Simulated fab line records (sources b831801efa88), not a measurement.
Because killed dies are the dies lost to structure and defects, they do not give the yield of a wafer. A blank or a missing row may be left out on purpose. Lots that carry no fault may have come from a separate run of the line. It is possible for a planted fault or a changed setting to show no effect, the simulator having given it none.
fab line records	flow sfqLine
record lots=14	wafers=42	lastDay=97
route steps=325 shown M5@204 R5@225 M6@263 I7@298
lots that met no fault: taken from a fault-free run of the same line
startH: the number of hours between the record's first day and the start of the first shown wafer of the lot	waitH: hours since the lot's step before	" the same as in the row above	L1.1+2: one row covering several wafers at once	- no value, or no start given	* or withheld: withheld	< > ~ a bound
route shown NAME@n: NAME is a module with steps in the file, n the number in the route of the first one	usual: average and standard deviation across the fault-free wafers	same: alike in all rows	chamber/n: place in a boat	sites: per-site readings	_std_site: the standard deviation of these	_edge_site: mean of outer sites minus mean of inner sites	radiusMm: how far each site lies from the wafer's centre	mask NAME#n: copy n	behind: tool/chamber where the wafer was last shaped	hold: what put the lot on hold/how long, in hours/how the hold closed	device: whichever transistor did not switch (one of n, p or np)	end of line: tests run on the same wafers once the route is complete	a step with no rows: only its recipe	killed: dies that structure and defects cost at the first sort, which is not the same as the wafer's yield	map: dies across one wafer; x = killed, . = not, _ = none there
set.NAME: the setting the step ran with; set.NAME@STEP: the setting that earlier step ran with	model.NAME: the simulator's own value behind a step, which no gauge read
route steps across a sampled set of lots; one table per step, one row per wafer
services: a tool's chamber out of use, with start hour (startH, from the record's first day; less than 0 if before it), hours out, and reason
## steps
# step SFQ_M5_OVL_MEAS_932
# usual M5_OVL=1/5.7
lot.wafer	tool	chamber	startH	waitH	M5_OVL[nm]
L783.1	overlay-01	-	1661.99	0.1	-5
L783.2	"	-	"	"	-8
L783.5	"	-	"	"	-3
L784.1	overlay-02	-	1672.91	0.1	0
L784.2	"	-	"	"	15
L784.5	"	-	"	"	-3
L785.1	overlay-02	-	1675.31	0.1	-8
L785.5	"	-	"	"	-5
L785.6	"	-	"	"	5
L786.2	overlay-02	-	1678.92	0.1	6
L786.3	"	-	"	"	1
L786.6	"	-	"	"	7
L787.3	overlay-01	-	1684.93	0.1	-1
L787.4	"	-	"	"	8
L787.6	"	-	"	"	8
L789.1	overlay-01	-	1694.51	0.1	3
L789.3	"	-	"	"	3
L789.6	"	-	"	"	6
L792.1	overlay-01	-	1743.84	0.1	1
L792.2	"	-	"	"	-3
L792.3	"	-	"	"	3
L794.3	overlay-02	-	1763.05	0.1	-4
L794.4	"	-	"	"	-12
L794.5	"	-	"	"	-2
L795.1	overlay-02	-	1766.64	0.1	11
L795.2	"	-	"	"	2
L795.4	"	-	"	"	4
L801.1	overlay-02	-	1825.17	0.1	3
L801.3	"	-	"	"	3
L801.4	"	-	"	"	8
L803.3	overlay-01	-	1828.78	0.1	1
L803.4	"	-	"	"	-6
L803.5	"	-	"	"	-3
L804.2	overlay-02	-	1832.37	0.1	-2
L804.3	"	-	"	"	5
L804.4	"	-	"	"	1
L805.1	overlay-02	-	1833.57	0.1	-3
L805.5	"	-	"	"	-2
L805.6	"	-	"	"	1
L806.1	overlay-02	-	1834.77	0.1	-1
L806.4	"	-	"	"	11
L806.6	"	-	"	"	4
# step SFQ_TRILAYER_R5_ETCH_METAL_ETCH_139
# recipe stopOn=SiO2	maskMaterial=PR	chemistry=Cl2	targetDepthNm=60	icpW=600	biasW=80	pressureMtorr=10	timeS=40
# usual chamberPressureMTorr=10.000/0.0091	drypumpMotorCurrentA=5.7/0.53	oesProductAu=0.989/0.0059	rfFwdPowerW=592/3.2
lot.wafer	tool	chamber	startH	waitH	chamberPressureMTorr	drypumpMotorCurrentA	oesProductAu	rfFwdPowerW	rfHoursCounterH
L783.1	rieMetal-02	0	1792.93	0.0	9.991	6.0	0.992	592	106
L783.2	"	1	"	"	9.999	6.3	0.996	585	75
L783.5	"	0	"	"	9.992	6.0	0.987	593	-
L784.1	rieMetal-03	0	1802.53	0.0	10.014	5.6	0.994	586	27
L784.2	"	1	"	"	9.991	4.8	0.980	594	88
L784.5	"	1	"	"	10.000	4.8	0.984	594	-
L785.1	rieMetal-04	1	1803.79	0.1	9.976	6.2	0.987	591	61
L785.5	"	1	"	"	10.006	6.2	0.987	594	-
L785.6	"	1	"	"	9.998	6.2	0.992	591	-
L786.2	rieMetal-03	0	1807.33	0.0	9.994	5.5	0.985	586	28
L786.3	"	0	"	"	10.003	5.5	0.983	588	-
L786.6	"	0	"	"	9.985	5.5	0.974	587	-
L787.3	rieMetal-03	0	1813.28	0.0	10.004	5.5	0.983	590	-
L787.4	"	1	"	"	9.994	4.8	0.983	595	-
L787.6	"	1	"	"	9.991	4.8	0.978	596	-
L789.1	rieMetal-02	0	1826.46	0.0	9.999	6.1	0.996	592	113
L789.3	"	1	"	"	9.999	6.3	0.993	589	-
L789.6	"	1	"	"	9.992	6.3	0.995	587	-
L792.1	rieMetal-04	0	1866.81	0.0	10.009	5.6	0.987	594	7
L792.2	"	1	"	"	10.012	6.2	0.989	590	70
L792.3	"	1	"	"	9.992	6.2	0.992	591	-
L794.3	rieMetal-04	1	1889.63	0.0	10.002	6.2	0.998	592	-
L794.4	"	0	"	"	10.012	5.5	0.992	597	-
L794.5	"	0	"	"	10.001	5.5	0.997	595	-
L795.1	rieMetal-03	1	1890.81	0.0	9.999	4.8	0.996	595	103
L795.2	"	0	"	"	9.993	5.5	0.988	590	42
L795.4	"	0	"	"	9.997	5.6	0.984	589	-
L801.1	rieMetal-03	0	1928.01	0.0	9.971	5.6	0.996	585	48
L801.3	"	0	"	"	9.996	5.5	0.996	586	-
L801.4	"	1	"	"	10.007	4.8	0.984	591	-
L803.3	rieMetal-03	1	1934.03	0.0	9.990	4.8	0.991	593	-
L803.4	"	0	"	"	9.991	5.5	0.988	590	-
L803.5	"	0	"	"	9.999	5.5	0.986	590	-
L804.2	rieMetal-02	1	1935.21	0.0	9.990	6.3	0.996	594	103
L804.3	"	1	"	"	9.995	6.3	0.991	591	-
L804.4	"	0	"	"	10.003	6.0	0.999	593	-
L805.1	rieMetal-03	0	1936.41	0.0	9.996	5.5	0.994	592	50
L805.5	"	0	"	"	10.000	5.6	0.991	590	-
L805.6	"	1	"	"	10.000	4.8	0.985	591	-
L806.1	rieMetal-03	1	1938.81	0.0	10.002	4.8	0.990	594	112
L806.4	"	0	"	"	10.012	5.6	0.987	590	-
L806.6	"	0	"	"	9.996	5.5	0.991	589	-
# step SFQ_TRILAYER_M6_ETCH_METAL_ETCH_162
# recipe target=Nb	stopOn=SiO2	maskMaterial=PR	chemistry=Cl2/Ar	targetDepthNm=240	icpW=600	biasW=80	pressureMtorr=10	timeS=120
# usual chamberPressureMTorr=9.999/0.01	drypumpMotorCurrentA=5.7/0.45	oesProductAu=0.895/0.0065	rfFwdPowerW=596.0/2.2
lot.wafer	tool	chamber	startH	waitH	chamberPressureMTorr	drypumpMotorCurrentA	oesProductAu	rfFwdPowerW	rfHoursCounterH
L783.1	rieMetal-03	0	1837.65	0.0	9.996	5.6	0.894	595.3	33
L783.2	"	1	"	"	10.006	4.9	0.879	595.6	94
L783.5	"	0	"	"	9.997	5.5	0.880	593.1	-
L784.1	rieMetal-02	1	1840.05	0.0	9.991	6.3	0.893	594.8	84
L784.2	"	0	"	"	9.982	6.1	0.882	597.6	116
L784.5	"	1	"	"	10.017	6.3	0.883	593.3	-
L785.1	rieMetal-03	0	1842.45	0.0	9.997	5.5	0.895	594.8	34
L785.5	"	1	"	"	9.998	4.9	0.897	595.3	-
L785.6	"	0	"	"	9.996	5.6	0.891	592.1	-
L786.2	rieMetal-02	0	1843.65	0.0	9.998	6.0	0.887	595.4	117
L786.3	"	1	"	"	9.994	6.3	0.901	594.3	-
L786.6	"	0	"	"	10.015	6.0	0.895	598.3	-
L787.3	rieMetal-01	0	1844.90	0.1	9.989	5.9	0.884	597.6	-
L787.4	"	1	"	"	10.014	5.4	0.899	598.9	-
L787.6	"	1	"	"	9.998	5.4	0.887	601.1	-
L789.1	rieMetal-01	0	1853.25	0.0	9.985	5.9	0.899	596.3	108
L789.3	"	1	"	"	10.005	5.4	0.902	599.0	-
L789.6	"	0	"	"	10.005	5.9	0.898	596.1	-
L792.1	rieMetal-01	0	1877.56	0.0	8.000	5.9	0.890	593.1	112
L792.2	"	1	"	"	9.982	5.4	0.887	594.9	88
L792.3	"	1	"	"	9.999	5.3	0.893	598.9	-
L794.3	rieMetal-01	0	1901.50	0.1	8.009	5.9	0.897	597.7	-
L794.4	"	1	"	"	10.011	5.4	0.878	596.0	-
L794.5	"	0	"	"	7.992	5.9	0.898	594.1	-
L795.1	rieMetal-02	0	1903.86	0.0	9.991	6.1	0.882	597.4	125
L795.2	"	1	"	"	10.022	6.3	0.886	594.2	96
L795.4	"	0	"	"	10.003	6.1	0.889	594.1	-
L801.1	rieMetal-03	0	1964.77	0.0	10.002	5.6	0.895	596.3	55
L801.3	"	0	"	"	9.999	5.5	0.890	598.6	-
L801.4	"	1	"	"	10.004	4.8	0.896	595.7	-
L803.3	rieMetal-01	0	2012.56	0.1	10.001	5.9	0.896	593.5	-
L803.4	"	1	"	"	9.983	5.4	0.894	598.9	-
L803.5	"	1	"	"	10.010	5.4	0.891	595.7	-
L804.2	rieMetal-01	1	2046.40	0.1	10.002	5.4	0.894	595.6	113
L804.3	"	0	"	"	10.011	5.9	0.895	595.7	-
L804.4	"	1	"	"	9.991	5.3	0.903	599.6	-
L805.1	rieMetal-03	1	2047.53	0.0	9.985	4.8	0.900	592.9	127
L805.5	"	0	"	"	10.013	5.6	0.899	594.3	-
L805.6	"	1	"	"	9.990	4.8	0.894	593.0	-
L806.1	rieMetal-03	1	2049.93	0.0	9.990	4.8	0.901	594.0	127
L806.4	"	0	"	"	10.009	5.5	0.885	597.2	-
L806.6	"	1	"	"	9.985	4.8	0.911	597.9	-
# step SFQ_I7_BOW_MEAS_946
# recipe mode=bow
# usual I7_BOW=9/12
lot.wafer	tool	chamber	startH	waitH	I7_BOW[um]
L783.1	filmMetro-02	-	1957.99	2.5	5
L783.2	"	-	"	"	22
L783.5	"	-	"	"	7
L784.1	filmMetro-04	-	1962.19	2.5	5
L784.2	"	-	"	"	2
L784.5	"	-	"	"	9
L785.1	filmMetro-01	-	1964.35	1.5	17
L785.5	"	-	"	"	9
L785.6	"	-	"	"	6
L786.2	filmMetro-02	-	1967.37	1.0	9
L786.3	"	-	"	"	-3
L786.6	"	-	"	"	-3
L787.3	filmMetro-04	-	1974.56	1.5	3
L787.4	"	-	"	"	5
L787.6	"	-	"	"	2
L789.1	filmMetro-01	-	1987.55	2.5	-8
L789.3	"	-	"	"	8
L789.6	"	-	"	"	-1
L792.1	filmMetro-01	-	2001.95	1.0	28
L792.2	"	-	"	"	18
L792.3	"	-	"	"	7
L794.3	filmMetro-04	-	2018.92	2.0	6
L794.4	"	-	"	"	18
L794.5	"	-	"	"	9
L795.1	filmMetro-02	-	2022.46	2.5	-5
L795.2	"	-	"	"	-5
L795.4	"	-	"	"	-5
L801.1	filmMetro-01	-	2081.39	1.5	11
L801.3	"	-	"	"	2
L801.4	"	-	"	"	-13
L803.3	filmMetro-02	-	2125.08	1.5	28
L803.4	"	-	"	"	23
L803.5	"	-	"	"	20
L804.2	filmMetro-02	-	2150.71	2.5	-3
L804.3	"	-	"	"	-3
L804.4	"	-	"	"	-5
L805.1	filmMetro-04	-	2152.71	1.5	11
L805.5	"	-	"	"	23
L805.6	"	-	"	"	24
L806.1	filmMetro-04	-	2155.71	1.5	6
L806.4	"	-	"	"	-2
L806.6	"	-	"	"	15
## services
tool	chamber	startH	hours	kind
rieMetal-03	-	1775.99	0.4	repair
rieMetal-04	0	1776.97	-	clean
rieMetal-04	0	1776.97	-	consumableReplace:focusRing
rieMetal-04	0	1776.97	32.5	scheduledDown
rieMetal-04	0	1776.97	32.5	ventCycle
rieMetal-04	-	1821.13	0.6	repair
rieMetal-02	0	1852.21	7.7	repair
rieMetal-04	-	1901.41	15.6	pm
rieMetal-03	-	1934.81	0.6	repair
rieMetal-02	-	1941.40	14.6	pm
rieMetal-02	0	1956.00	-	clean
rieMetal-02	0	1956.00	21.7	scheduledDown
rieMetal-02	0	1956.00	21.7	ventCycle
rieMetal-02	-	1956.69	0.2	repair
rieMetal-01	0	1992.82	-	clean
rieMetal-01	0	1992.82	18.3	scheduledDown
rieMetal-01	0	1992.82	18.3	ventCycle
rieMetal-01	-	2006.24	2.8	pm
rieMetal-01	-	2032.17	2.1	repair
## key
firstSign step=SFQ_TRILAYER_M6_ETCH_METAL_ETCH_162	reading=chamberPressureMTorr	direction=down	sigmas=99+	usual=9.999	struck=8.001
effect none on later readings
metAt SFQ_TRILAYER_M6_ETCH_METAL_ETCH_162
struckLots L792,L794
struckWafers L792.1,L794.3,L794.5
notActingAt SFQ_M5_OVL_MEAS_932,SFQ_TRILAYER_R5_ETCH_METAL_ETCH_139,SFQ_I7_BOW_MEAS_946
onsetBetween 1853.25 1877.56
fault kind=processParameterDrift	tool=rieMetal-01	chamber=0	onsetH=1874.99	steps=SFQ_TRILAYER_M6_ETCH_METAL_ETCH_162	channel=pressureMtorr	offset=-2	shape=step	endH=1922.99	actsIn=theseRecipesOnly	stated=10
